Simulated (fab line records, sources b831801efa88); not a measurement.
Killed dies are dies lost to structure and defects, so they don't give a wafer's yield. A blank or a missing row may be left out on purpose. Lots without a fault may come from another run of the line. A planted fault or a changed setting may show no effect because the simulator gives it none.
A struck lot beside a sound one | flow sky130 | 15 steps out of a route of 708
Sound: wafers L950.1, L950.4, L950.5. Struck: wafers L959.1, L959.3, L959.5. The cause comes at the end.
At each step with rows: each side's tool, then ch and its chambers, then its first start. Under that, the readings that differ: sound wafers | struck wafers | difference of the means | sigmas: that difference in standard deviations of wafers without a fault.
alike: readings whose means differ by less than 2 such deviations, and words and numbers that are the same on both sides. not compared: withheld readings, readings that some wafer has no value for, bounds like >300 that may hide the same value, and numbers for which the record gives no deviation and whose values overlap.
The two part at a step that has a row with sigmas, a row that says differs or no value, or rows on one side only. Numbers that don't overlap but have no deviation are shown without sigmas and don't part them. A reading that every wafer of one side lacks parts them only if that side has two wafers or more.

SKY_GATE_OXIDE_OVL_MEAS_10:
  sound on overlay-01, day 14 00:41; struck on overlay-02, day 17 02:29
  alike: GATE_OXIDE_OVL
then, 2 steps without rows for these wafers: SKY_GATE_OXIDE_IMPLANT_11; SKY_GATE_OXIDE_WET_ETCH_12 (etches SiO2 in dHF, target depth 16.8 nm, time 336 s).
SKY_GATE_OXIDE_STRIP_13: strips in O2/N2.
  sound on plasma_asher-01 ch 0,1, day 14 00:59; struck on plasma_asher-04 ch 0,1, day 17 02:47
  reading                      | sound             | struck            | difference | sigmas
  strip_time_to_endpoint_s (s) | 14.21 14.25 14.26 | 14.15 14.13 14.16 | -0.09      | -2
  alike: drypump_motor_current_A, o2_flow_sccm, oes_product_au
  not compared: rf_hours_counter_h
SKY_GATE_OXIDE_TW_MEAS_14:
  sound on film_metro-01, day 14 01:05; struck on film_metro-01, day 17 02:53
  alike: GATE_OXIDE_TW
then, 3 steps without rows for these wafers: SKY_GATE_OXIDE_CLEAN_15 (cleans in SC1/SC2, time 150 s); SKY_GATE_OXIDE_OXIDATION_16 (stabilise 600 s, purge 300 s, target thk 3.57 nm); SKY_POLY_GATE_CVD_00 (deposits poly-Si, target thk 180 nm, time 720 s).
SKY_POLY_GATE_THK_MEAS_01:
  sound on film_metro-03, day 14 03:55; struck on film_metro-02, day 17 06:35
  alike: POLY_GATE_CVD_00_THK
then, 3 steps without rows for these wafers: SKY_RES_PROTECT_DEHYDRATE_00 (time 60 s); SKY_RES_PROTECT_HMDS_01 (prime time 60 s); SKY_RES_PROTECT_COAT_02 (resist thk 1140 nm).
SKY_RES_PROTECT_SOFTBAKE_03: time 60 s.
  sound on litho_track-01 ch 0, day 14 17:44; struck on litho_track-04 ch 0, day 17 20:26
  reading                  | sound             | struck            | difference | sigmas
  heater_power_total_W (W) | 56.58 56.62 56.61 | 57.54 57.49 57.58 | +0.93      | +21
  run_length_s (s)         | 89.08 89.21 89.01 | 85.98 86.08 85.97 | -3.09      | -21
then, 1 step without rows for these wafers: SKY_RES_PROTECT_EXPOSE_04 (exposes mask RPM, target cd 1270 nm).
-- the record jumps here: 30 days lie between the struck wafers' starts before and after (it left off in module RES_PROTECT and takes up again in module PAD_OPEN, whose first step shown is number 708 of the route) --
SKY_PAD_OPEN_PROBE_99:
  sound on prober-02, day 45 21:31; struck on prober-02, day 48 04:58
  alike: killed_at_M0_to_M3, killed_at_M4_up, killed_at_contacts, killed_at_front_end, killed_at_other, killed_dies, killed_on_rim, killed_open, killed_short

WHERE THEY PART
First at SKY_GATE_OXIDE_STRIP_13; last, within this record, at SKY_RES_PROTECT_SOFTBAKE_03. Later steps at which nothing parts them and some readings are alike: SKY_PAD_OPEN_PROBE_99.

WHY: what the simulator had put in
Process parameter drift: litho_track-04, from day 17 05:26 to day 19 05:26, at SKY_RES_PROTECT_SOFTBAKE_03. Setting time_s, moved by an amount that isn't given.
